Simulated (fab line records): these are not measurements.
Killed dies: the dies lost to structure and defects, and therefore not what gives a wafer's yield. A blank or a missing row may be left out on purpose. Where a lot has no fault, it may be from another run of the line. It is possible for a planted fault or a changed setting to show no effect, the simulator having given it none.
What tool caused it? || flow sky130 || 18 wafers from 6 lots sampled at 3 of the route's 708 steps

== WHAT THE GAUGES SHOWED, per wafer ==
SKY_SONOS_TUNNEL_CD_MEAS_07: the cd target is 410 nm.
{"lot": "L195", "measured": "day 13 03:58", "on": "cd-sem-01", "cd-nm (nm)": "- - -"}
{"lot": "L203", "measured": "day 15 15:07", "on": "cd-sem-01", "cd-nm (nm)": "407.0 407.1 407.6"}
{"lot": "L206", "measured": "day 16 16:47", "on": "cd-sem-01", "cd-nm (nm)": "410.3 411.8 411.6"}
{"lot": "L209", "measured": "day 17 17:51", "on": "cd-sem-01", "cd-nm (nm)": "416.4 414.3 414.2"}
{"lot": "L211", "measured": "day 18 21:29", "on": "cd-sem-02", "cd-nm (nm)": "409.1 408.6 410.3"}
{"lot": "L213", "measured": "day 19 14:15", "on": "cd-sem-01", "cd-nm (nm)": "412.6 411.4 408.3"}

== EACH LOT AND THE TOOL THAT RAN IT (in order: tool; ch and the chambers of the sampled wafers; start) ==
{"lot": "L195", "SKY_FIELD_ISO_CMP_27": "cmp-02 ch 0,1,2, day 3 14:17", "SKY_SONOS_TUNNEL_COAT_02": "litho-track-03, day 12 14:58"}
{"lot": "L203", "SKY_FIELD_ISO_CMP_27": "cmp-01 ch 0,3, day 5 05:32", "SKY_SONOS_TUNNEL_COAT_02": "litho-track-02 ch 0, day 15 01:19"}
{"lot": "L206", "SKY_FIELD_ISO_CMP_27": "cmp-01 ch 1,2,3, day 5 20:59", "SKY_SONOS_TUNNEL_COAT_02": "litho-track-02 ch 0, day 16 02:25"}
{"lot": "L209", "SKY_FIELD_ISO_CMP_27": "cmp-02 ch 1,2, day 6 14:27", "SKY_SONOS_TUNNEL_COAT_02": "litho-track-03 ch 0, day 17 02:37"}
{"lot": "L211", "SKY_FIELD_ISO_CMP_27": "cmp-02 ch 0,2,3, day 7 05:13", "SKY_SONOS_TUNNEL_COAT_02": "litho-track-03 ch 0, day 18 06:28"}
{"lot": "L213", "SKY_FIELD_ISO_CMP_27": "cmp-02 ch 0,2,3, day 7 16:29", "SKY_SONOS_TUNNEL_COAT_02": "litho-track-03 ch 0, day 18 22:19"}
- SKY_FIELD_ISO_CMP_27: polishes, stops on Si3N4, t overpolish 16 s, target thk 457.8 nm.
- SKY_SONOS_TUNNEL_COAT_02: resist thk 1140 nm.

== THE ANSWER, worked out from the rows above alone ==
Rule: what is usual is taken from the lots themselves. The widest of any qualifying gaps counts: lots, ordered by their means at a reading, are off when they make up no more than a third of the lots, leave a main group of 4 or more, and stand apart from it by 3 or more times the standard deviation of that group's means. The tables above print the reading to a certain number of digits; a main group whose means all agree to those digits is not used. A lot without any number at a reading at which 4 lots or more have one is off too. The other lots that the step has rows for count as sound.
Off, at SKY_SONOS_TUNNEL_CD_MEAS_07 on cd-nm: L195. Without a number there: L195. Mean 410.7 nm and standard deviation 2.5 in the main group.
If a tool, at a process step before that reading, ran all the lots that are off and no sound lot after the first of them, it fits. Those tools and the gauges at SKY_SONOS_TUNNEL_CD_MEAS_07 are tried in the same way. Of those tried, none fits.

== WHAT THE SIMULATOR PUT IN ==
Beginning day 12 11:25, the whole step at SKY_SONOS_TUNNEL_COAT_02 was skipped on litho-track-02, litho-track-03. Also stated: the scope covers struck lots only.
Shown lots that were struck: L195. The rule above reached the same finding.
